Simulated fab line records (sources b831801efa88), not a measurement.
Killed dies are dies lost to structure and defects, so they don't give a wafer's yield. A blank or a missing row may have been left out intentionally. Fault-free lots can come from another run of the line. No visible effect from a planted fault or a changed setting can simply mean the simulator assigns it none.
What tool caused it? / flow sky130 / 12 lots, 36 wafers sampled, at 2 steps of a route of 708

## WHAT EACH GAUGE READ, for each wafer
SKY_POLY_GATE_CD_MEAS_22.
lot=L619; measured=day 16 04:52; on=cd sem-02; cd nm (nm)=147 151 148
lot=L621; measured=day 17 06:10; on=cd sem-01; cd nm (nm)=151 144 144
lot=L622; measured=day 17 10:20; on=cd sem-01; cd nm (nm)=156 143 147
lot=L627; measured=day 19 14:32; on=cd sem-02; cd nm (nm)=150 150 153
lot=L628; measured=day 19 20:54; on=cd sem-01; cd nm (nm)=152 149 147
lot=L629; measured=day 20 04:49; on=cd sem-01; cd nm (nm)=153 153 153
lot=L632; measured=day 21 10:59; on=cd sem-01; cd nm (nm)=156 154 152
lot=L636; measured=day 23 06:46; on=cd sem-01; cd nm (nm)=144 152 150
lot=L638; measured=day 23 11:54; on=cd sem-01; cd nm (nm)=152 156 155
lot=L640; measured=day 25 10:53; on=cd sem-01; cd nm (nm)=150 148 148
lot=L642; measured=day 25 09:11; on=cd sem-01; cd nm (nm)=152 145 150
lot=L641; measured=day 25 10:46; on=cd sem-02; cd nm (nm)=147 153 151

## WHAT TOOL EACH LOT RAN ON (gives the tool, then ch and the chambers of the sampled wafers, and finally the start)
lot=L619; SKY_NWELL_STRIP_25=plasma asher-02 ch 0,1, day 5 08:21
lot=L621; SKY_NWELL_STRIP_25=plasma asher-03 ch 0,1, day 5 20:47
lot=L622; SKY_NWELL_STRIP_25=plasma asher-03 ch 0,1, day 6 02:12
lot=L627; SKY_NWELL_STRIP_25=plasma asher-02 ch 0,1, day 7 10:09
lot=L628; SKY_NWELL_STRIP_25=plasma asher-03 ch 0,1, day 7 19:20
lot=L629; SKY_NWELL_STRIP_25=plasma asher-02 ch 1, day 7 20:33
lot=L632; SKY_NWELL_STRIP_25=plasma asher-02 ch 0,1, day 8 11:52
lot=L636; SKY_NWELL_STRIP_25=plasma asher-02 ch 0,1, day 10 04:11
lot=L638; SKY_NWELL_STRIP_25=plasma asher-02 ch 0,1, day 10 05:30
lot=L640; SKY_NWELL_STRIP_25=plasma asher-02 ch 0,1, day 11 16:02
lot=L642; SKY_NWELL_STRIP_25=plasma asher-01 ch 0,1, day 11 16:23
lot=L641; SKY_NWELL_STRIP_25=plasma asher-03 ch 0,1, day 11 16:54
- SKY_NWELL_STRIP_25: strips in O2/N2.

## AS READ BY THE TOOLS THEMSELVES (means over the sampled wafers that have a number; for cases with no such wafer, the mark the record gives instead)
SKY_NWELL_STRIP_25.
lot=L619; tool=plasma asher-02; drypump motor current A (A)=5.91; oes product au (a.u.)=0.724; strip time to endpoint s (s)=36.89
lot=L621; tool=plasma asher-03; drypump motor current A (A)=5.92; oes product au (a.u.)=0.720; strip time to endpoint s (s)=36.90
lot=L622; tool=plasma asher-03; drypump motor current A (A)=5.95; oes product au (a.u.)=0.725; strip time to endpoint s (s)=36.92
lot=L627; tool=plasma asher-02; drypump motor current A (A)=5.91; oes product au (a.u.)=0.722; strip time to endpoint s (s)=36.84
lot=L628; tool=plasma asher-03; drypump motor current A (A)=5.94; oes product au (a.u.)=0.722; strip time to endpoint s (s)=36.83
lot=L629; tool=plasma asher-02; drypump motor current A (A)=5.47; oes product au (a.u.)=0.719; strip time to endpoint s (s)=36.89
lot=L632; tool=plasma asher-02; drypump motor current A (A)=5.70; oes product au (a.u.)=0.726; strip time to endpoint s (s)=37.00
lot=L636; tool=plasma asher-02; drypump motor current A (A)=5.69; oes product au (a.u.)=0.720; strip time to endpoint s (s)=37.01
lot=L638; tool=plasma asher-02; drypump motor current A (A)=5.91; oes product au (a.u.)=0.722; strip time to endpoint s (s)=36.86
lot=L640; tool=plasma asher-02; drypump motor current A (A)=5.70; oes product au (a.u.)=0.721; strip time to endpoint s (s)=36.88
lot=L642; tool=plasma asher-01; drypump motor current A (A)=5.62; oes product au (a.u.)=0.721; strip time to endpoint s (s)=36.92
lot=L641; tool=plasma asher-03; drypump motor current A (A)=5.83; oes product au (a.u.)=0.725; strip time to endpoint s (s)=37.11

## THE ANSWER, worked out from the rows above alone
Rule: what is usual is taken from the lots themselves. Put in order of their means at a reading, lots are off if they are a third of the lots or fewer, leave a main group of 4 or more, and stand apart from it by a gap of 3 or more times the standard deviation of the main group's means; of several such gaps the widest counts. If all means in a main group match to the digits the tables above print for the reading, that group is not used. Also off: a lot with no number at a reading for which 4 or more lots have one. Any other lot the step has rows for is counted as sound. The gauges are gone through in route order, then the tools' own readings, and for those a lot's mean is taken as printed above. At the first step where some lot is off, the reading lying furthest off is the one used; lots without a number count as furthest.
No lot is off on any of the readings shown, so nothing can be concluded from this.

## WHAT THE SIMULATOR HAD INSERTED
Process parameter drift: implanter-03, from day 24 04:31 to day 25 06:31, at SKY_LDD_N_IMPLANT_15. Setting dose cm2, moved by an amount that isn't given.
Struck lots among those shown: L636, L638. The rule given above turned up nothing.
